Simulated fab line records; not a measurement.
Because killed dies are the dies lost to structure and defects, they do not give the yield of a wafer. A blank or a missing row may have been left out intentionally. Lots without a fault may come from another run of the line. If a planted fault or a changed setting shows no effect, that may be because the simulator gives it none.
Which tool was responsible? | flow sky130 | Sampling: 12 lots, 33 wafers, 4 of 708 route steps

WHAT EACH GAUGE READ, for each wafer
SKY_LDD_LDN_TW_MEAS_13.
lot  | measured     | on            | LDD_LDN_TW
L558 | day 23 10:15 | film-metro-02 | 1461 1464 1464
L559 | day 23 14:23 | film-metro-03 | 1486 1490 1492
L561 | day 24 02:22 | film-metro-03 | 1485 1487 1490
L564 | day 25 14:55 | film-metro-03 | 1493 1476 1491
L565 | day 25 15:49 | film-metro-01 | 1469 1481 1480
L567 | day 26 23:43 | film-metro-01 | 1479 1483 1486
L569 | day 27 19:37 | film-metro-03 | 1488 1490 1494
L572 | day 28 11:28 | film-metro-02 | 1475 1482 1481
L573 | day 28 19:56 | film-metro-02 | 1477 1481
L574 | day 28 21:29 | film-metro-02 | 1479 1480
L575 | day 29 09:19 | film-metro-02 | 1458 1456
L578 | day 30 05:19 | film-metro-03 | 1486 1499 1482

SKY_SPACER_THK_MEAS_01.
lot  | measured     | on            | SPACER_CVD_00_THK (nm)
L558 | day 23 11:34 | film-metro-04 | 43.3 43.9 43.7
L559 | day 23 15:43 | film-metro-04 | 44.0 43.7 43.6
L561 | day 24 03:41 | film-metro-01 | 43.4 43.2 43.7
L564 | day 25 16:14 | film-metro-03 | 43.6 43.3 43.3
L565 | day 25 17:26 | film-metro-03 | 42.8 42.5 42.9
L567 | day 27 01:02 | film-metro-01 | 42.6 42.4 42.0
L569 | day 27 21:31 | film-metro-04 | 42.5 42.9 42.7
L572 | day 28 13:01 | film-metro-03 | 42.6 42.9 42.5
L573 | day 28 21:55 | film-metro-03 | 43.0 43.7
L574 | day 29 01:19 | film-metro-03 | 43.4 43.0
L575 | day 29 10:45 | film-metro-03 | 43.6 43.5
L578 | day 30 09:47 | film-metro-01 | 42.7 42.4 42.2

SKY_SD_P_CD_MEAS_07: the cd target is 380 nm.
lot  | measured     | on        | cd-nm (nm)
L558 | day 25 23:46 | cd-sem-02 | 381.4 380.4 378.9
L559 | day 26 04:46 | cd-sem-01 | 385.6 385.0 385.7
L561 | day 26 15:04 | cd-sem-02 | 387.5 386.3 386.4
L564 | day 28 01:49 | cd-sem-01 | 381.3 378.8 381.3
L565 | day 28 02:43 | cd-sem-01 | 378.8 379.5 380.2
L567 | day 29 09:56 | cd-sem-01 | 381.1 382.5 379.5
L569 | day 30 05:53 | cd-sem-02 | 383.6 385.8 383.1
L572 | day 30 20:57 | cd-sem-01 | 382.4 380.2 383.0
L573 | day 31 04:55 | cd-sem-01 | 425.5 379.6
L574 | day 31 08:02 | cd-sem-02 | 377.4 425.0
L575 | day 31 17:36 | cd-sem-01 | 382.4 432.1
L578 | day 32 16:07 | cd-sem-01 | 384.3 385.3 383.8

EACH LOT AND THE TOOL THAT RAN IT (in order: tool; ch and the chambers of the sampled wafers; start)
lot  | SKY_SD_P_COAT_02
L558 | litho-track-03 ch 0, day 25 08:43
L559 | litho-track-02 ch 0, day 25 13:32
L561 | litho-track-02 ch 0, day 26 00:02
L564 | litho-track-03 ch 0, day 27 11:37
L565 | litho-track-03 ch 0, day 27 12:34
L567 | litho-track-02 ch 0, day 28 19:31
L569 | litho-track-03 ch 0, day 29 15:35
L572 | litho-track-02 ch 0, day 30 07:38
L573 | litho-track-02 ch 0, day 30 15:31
L574 | litho-track-02 ch 0, day 30 18:19
L575 | litho-track-02 ch 0, day 31 04:01
L578 | litho-track-04 ch 0, day 32 02:08
- SKY_SD_P_COAT_02: resist thk 1140 nm.

WHAT THE TOOLS THEMSELVES READ (means of the sampled wafers that have a number; where no wafer has one, the mark that the record gives instead)
SKY_SD_P_COAT_02.
lot  | tool           | dispense-pressure-kPa (kPa)
L558 | litho-track-03 | 53
L559 | litho-track-02 | 45
L561 | litho-track-02 | 45
L564 | litho-track-03 | 53
L565 | litho-track-03 | 53
L567 | litho-track-02 | 45
L569 | litho-track-03 | 53
L572 | litho-track-02 | 45
L573 | litho-track-02 | 45
L574 | litho-track-02 | 45
L575 | litho-track-02 | 45
L578 | litho-track-04 | 51

THE ANSWER, worked out from the rows above alone
Rule: the lots themselves supply what counts as usual. Put in order of their means at a reading, lots are off if they are a third of the lots or fewer, leave a main group of 4 or more, and stand apart from it by a gap of 3 or more times the standard deviation of the main group's means; of several such gaps the widest counts. A main group whose means are all the same, to the digits that the tables above print for the reading, isn't used. A lot without any number at a reading at which 4 lots or more have one is off too. Where the step has rows for the other lots, those lots are counted as sound. After the gauges, taken in route order, come the tools' own readings; for these a lot's mean is taken, as printed above. At the first step where some lot is off, the reading lying furthest off is the one used; lots without a number count as furthest.
Off at SKY_SD_P_CD_MEAS_07 (cd-nm): L573, L574, L575. The main group has a mean of 382.7 nm with a standard deviation of 2.4.
A tool fits if, at a process step before that reading, it ran every lot that is off, and no sound lot after the first of them. The gauges at SKY_SD_P_CD_MEAS_07 are tried like those tools. One candidate fits, namely litho-track-02 at SKY_SD_P_COAT_02. A fault onset in the window from L572 (day 30 07:38, its last sound lot) to L573 (day 30 15:31, its first lot off) fits.

WHAT THE SIMULATOR PUT IN
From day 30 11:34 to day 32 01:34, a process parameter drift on litho-track-02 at SKY_SD_P_COAT_02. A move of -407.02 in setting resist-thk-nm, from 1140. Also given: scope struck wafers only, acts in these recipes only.
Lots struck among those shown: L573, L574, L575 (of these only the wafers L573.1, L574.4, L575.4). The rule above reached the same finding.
